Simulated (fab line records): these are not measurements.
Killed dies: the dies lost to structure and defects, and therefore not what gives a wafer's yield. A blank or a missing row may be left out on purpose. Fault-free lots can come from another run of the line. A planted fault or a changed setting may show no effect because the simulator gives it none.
Which of the tools did it? :: flow sky130 :: 14 lots, 42 wafers sampled, at 4 steps of a route of 708

## WHAT EACH GAUGE READ, for each wafer
SKY_SD_N_OVL_MEAS_08.
lot: L480
measured: day 27 16:17
on: overlay-02
SD_N_OVL (nm): 3.0 0.0 1.4

lot: L481
measured: day 29 03:11
on: overlay-02
SD_N_OVL (nm): 0.1 1.4 0.1

lot: L482
measured: day 29 03:23
on: overlay-01
SD_N_OVL (nm): 1.7 0.4 -1.2

lot: L483
measured: day 29 05:05
on: overlay-02
SD_N_OVL (nm): 2.4 1.0 0.7

lot: L486
measured: day 29 18:51
on: overlay-02
SD_N_OVL (nm): 0.6 -1.6 0.0

lot: L487
measured: day 30 09:41
on: overlay-02
SD_N_OVL (nm): 1.8 -0.4 -2.1

lot: L488
measured: day 30 20:06
on: overlay-02
SD_N_OVL (nm): 1.0 1.3 2.6

lot: L490
measured: day 30 23:39
on: overlay-01
SD_N_OVL (nm): 0.6 3.1 2.0

lot: L489
measured: day 31 04:15
on: overlay-01
SD_N_OVL (nm): -1.3 0.9 -1.0

lot: L492
measured: day 31 23:18
on: overlay-02
SD_N_OVL (nm): 1.8 -0.2 2.3

lot: L493
measured: day 32 10:24
on: overlay-02
SD_N_OVL (nm): 0.5 0.6 1.0

lot: L494
measured: day 32 10:32
on: overlay-02
SD_N_OVL (nm): -0.5 -0.4 0.8

lot: L495
measured: day 32 20:32
on: overlay-02
SD_N_OVL (nm): 1.2 -1.3 1.9

lot: L503
measured: day 36 07:29
on: overlay-02
SD_N_OVL (nm): -1.0 -0.4 0.0

SKY_LI_CONTACT_THK_MEAS_23: measures by xrf.
lot: L480
measured: day 28 23:07
on: film metro-02
LI_CONTACT_W_THK (nm): 395 401 401

lot: L481
measured: day 30 09:44
on: film metro-04
LI_CONTACT_W_THK (nm): 400 393 407

lot: L482
measured: day 30 10:31
on: film metro-01
LI_CONTACT_W_THK (nm): 380 383 393

lot: L483
measured: day 30 12:15
on: film metro-01
LI_CONTACT_W_THK (nm): 389 383 386

lot: L486
measured: day 31 01:41
on: film metro-02
LI_CONTACT_W_THK (nm): 400 394 405

lot: L487
measured: day 31 15:26
on: film metro-04
LI_CONTACT_W_THK (nm): 386 392 388

lot: L488
measured: day 32 02:02
on: film metro-02
LI_CONTACT_W_THK (nm): 385 398 387

lot: L490
measured: day 32 04:34
on: film metro-02
LI_CONTACT_W_THK (nm): 400 389 389

lot: L489
measured: day 32 09:56
on: film metro-02
LI_CONTACT_W_THK (nm): 393 386 392

lot: L492
measured: day 33 04:53
on: film metro-01
LI_CONTACT_W_THK (nm): 390 378 389

lot: L493
measured: day 33 15:23
on: film metro-01
LI_CONTACT_W_THK (nm): 388 382 387

lot: L494
measured: day 33 16:31
on: film metro-04
LI_CONTACT_W_THK (nm): 387 404 403

lot: L495
measured: day 34 01:30
on: film metro-02
LI_CONTACT_W_THK (nm): 394 392 398

lot: L503
measured: day 37 12:16
on: film metro-01
LI_CONTACT_W_THK (nm): 387 390 392

SKY_LOCAL_INTERCONNECT_OVL_MEAS_12.
lot: L480
measured: day 30 04:14
on: overlay-02
LOCAL_INTERCONNECT_OVL (nm): -6 4 -8

lot: L481
measured: day 31 13:30
on: overlay-01
LOCAL_INTERCONNECT_OVL (nm): -2 -3 -7

lot: L482
measured: day 31 14:38
on: overlay-02
LOCAL_INTERCONNECT_OVL (nm): -2 -1 -5

lot: L483
measured: day 31 16:02
on: overlay-01
LOCAL_INTERCONNECT_OVL (nm): -3 -7 -4

lot: L486
measured: day 32 05:26
on: overlay-02
LOCAL_INTERCONNECT_OVL (nm): -7 -2 -8

lot: L487
measured: day 32 18:41
on: overlay-02
LOCAL_INTERCONNECT_OVL (nm): 3 -4 -2

lot: L488
measured: day 33 05:32
on: overlay-01
LOCAL_INTERCONNECT_OVL (nm): 11 7 4

lot: L490
measured: day 33 10:15
on: overlay-01
LOCAL_INTERCONNECT_OVL (nm): -3 -7 -2

lot: L489
measured: day 33 13:26
on: overlay-01
LOCAL_INTERCONNECT_OVL (nm): 2 6 0

lot: L492
measured: day 34 08:18
on: overlay-01
LOCAL_INTERCONNECT_OVL (nm): -3 -3 -5

lot: L493
measured: day 34 19:11
on: overlay-01
LOCAL_INTERCONNECT_OVL (nm): -2 -6 -2

lot: L494
measured: day 34 20:50
on: overlay-01
LOCAL_INTERCONNECT_OVL (nm): 1 7 -2

lot: L495
measured: day 35 04:30
on: overlay-01
LOCAL_INTERCONNECT_OVL (nm): 4 -6 -1

lot: L503
measured: day 38 13:47
on: overlay-01
LOCAL_INTERCONNECT_OVL (nm): -2 3 -7

## TOOL THAT RAN EACH LOT (tool first, then ch and the chambers of the sampled wafers, then the start)
lot: L480
SKY_LI_CONTACT_CMP_24: cmp-02 ch 0,1,2, day 28 23:11

lot: L481
SKY_LI_CONTACT_CMP_24: cmp-01 ch 2,3, day 30 09:47

lot: L482
SKY_LI_CONTACT_CMP_24: cmp-01 ch 0,1,2, day 30 10:41

lot: L483
SKY_LI_CONTACT_CMP_24: cmp-01 ch 0,2,3, day 30 12:19

lot: L486
SKY_LI_CONTACT_CMP_24: cmp-02 ch 0,1,2, day 31 01:53

lot: L487
SKY_LI_CONTACT_CMP_24: cmp-02 ch 0,3, day 31 15:30

lot: L488
SKY_LI_CONTACT_CMP_24: cmp-01 ch 1,3, day 32 02:08

lot: L490
SKY_LI_CONTACT_CMP_24: cmp-01 ch 0,1,3, day 32 07:25

lot: L489
SKY_LI_CONTACT_CMP_24: cmp-01 ch 1,2,3, day 32 10:05

lot: L492
SKY_LI_CONTACT_CMP_24: cmp-01 ch 1,3, day 33 04:56

lot: L493
SKY_LI_CONTACT_CMP_24: cmp-01 ch 1,2,3, day 33 15:32

lot: L494
SKY_LI_CONTACT_CMP_24: cmp-01 ch 0,2, day 33 16:50

lot: L495
SKY_LI_CONTACT_CMP_24: cmp-01 ch 0,2,3, day 34 01:39

lot: L503
SKY_LI_CONTACT_CMP_24: cmp-02 ch 0,2,3, day 37 12:22
- SKY_LI_CONTACT_CMP_24: polishes, stops on PSG, t overpolish 20 s, target thk 0 nm.

## AS READ BY THE TOOLS THEMSELVES (means over the sampled wafers that have a number; for cases with no such wafer, the mark the record gives instead)
SKY_LI_CONTACT_CMP_24.
lot: L480
tool: cmp-02
motor current A (A): 10.8
overpolish run s (s): 20.003
slurry filter dp kPa (kPa): 13.57
time to endpoint s (s): 97

lot: L481
tool: cmp-01
motor current A (A): 9.7
overpolish run s (s): 19.992
slurry filter dp kPa (kPa): 13.59
time to endpoint s (s): 99

lot: L482
tool: cmp-01
motor current A (A): 10.9
overpolish run s (s): 20.001
slurry filter dp kPa (kPa): 13.49
time to endpoint s (s): 99

lot: L483
tool: cmp-01
motor current A (A): 10.9
overpolish run s (s): 20.002
slurry filter dp kPa (kPa): 13.61
time to endpoint s (s): 97

lot: L486
tool: cmp-02
motor current A (A): 10.9
overpolish run s (s): 20.003
slurry filter dp kPa (kPa): 13.46
time to endpoint s (s): 95

lot: L487
tool: cmp-02
motor current A (A): 10.2
overpolish run s (s): 20.005
slurry filter dp kPa (kPa): 13.48
time to endpoint s (s): 97

lot: L488
tool: cmp-01
motor current A (A): 9.7
overpolish run s (s): 19.993
slurry filter dp kPa (kPa): 13.61
time to endpoint s (s): 97

lot: L490
tool: cmp-01
motor current A (A): 10.8
overpolish run s (s): 19.990
slurry filter dp kPa (kPa): 13.48
time to endpoint s (s): 103

lot: L489
tool: cmp-01
motor current A (A): 10.1
overpolish run s (s): 19.997
slurry filter dp kPa (kPa): 13.57
time to endpoint s (s): 96

lot: L492
tool: cmp-01
motor current A (A): 9.8
overpolish run s (s): 20.000
slurry filter dp kPa (kPa): 13.38
time to endpoint s (s): 96

lot: L493
tool: cmp-01
motor current A (A): 9.8
overpolish run s (s): 20.005
slurry filter dp kPa (kPa): 13.56
time to endpoint s (s): 98

lot: L494
tool: cmp-01
motor current A (A): 12.0
overpolish run s (s): 17.922
slurry filter dp kPa (kPa): 13.53
time to endpoint s (s): 96

lot: L495
tool: cmp-01
motor current A (A): 10.5
overpolish run s (s): 18.955
slurry filter dp kPa (kPa): 13.51
time to endpoint s (s): 95

lot: L503
tool: cmp-02
motor current A (A): 10.6
overpolish run s (s): 20.002
slurry filter dp kPa (kPa): 13.54
time to endpoint s (s): 97

## THE ANSWER, worked out from the rows above alone
Rule: the lots themselves supply what counts as usual. Put in order of their means at a reading, lots are off if they are a third of the lots or fewer, leave a main group of 4 or more, and stand apart from it by a gap of 3 or more times the standard deviation of the main group's means; of several such gaps the widest counts. The tables above print the reading to a certain number of digits; a main group whose means all agree to those digits is not used. A lot without any number at a reading at which 4 lots or more have one is off too. Where the step has rows for the other lots, those lots are counted as sound. After the gauges, taken in route order, come the tools' own readings; for these a lot's mean is taken, as printed above. At the first step where some lot is off, the reading lying furthest off is the one used; lots without a number count as furthest.
Off: L494, L495 (SKY_LI_CONTACT_CMP_24, overpolish run s). The main group: mean 19.999 s, standard deviation 0.005.
If a tool, at that step or one of the process steps before it, ran each lot that is off and ran no sound lot following the first of them, it fits. One fits: SKY_LI_CONTACT_CMP_24 on cmp-01. Its last sound lot is L493 (day 33 15:32), its first lot that is off L494 (day 33 16:50): a fault that began between those two fits.
The tool's own readings at SKY_LI_CONTACT_CMP_24 bear it out: on the lots that are off they differ by more than 5 times the standard deviation of the sound lots' means. overpolish run s reads 18.438 s there against 19.999 s on the sound lots.

## WHAT THE SIMULATOR PUT IN
cmp-01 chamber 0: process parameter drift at SKY_LI_CONTACT_CMP_24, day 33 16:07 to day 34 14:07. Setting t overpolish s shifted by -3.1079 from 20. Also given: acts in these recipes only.
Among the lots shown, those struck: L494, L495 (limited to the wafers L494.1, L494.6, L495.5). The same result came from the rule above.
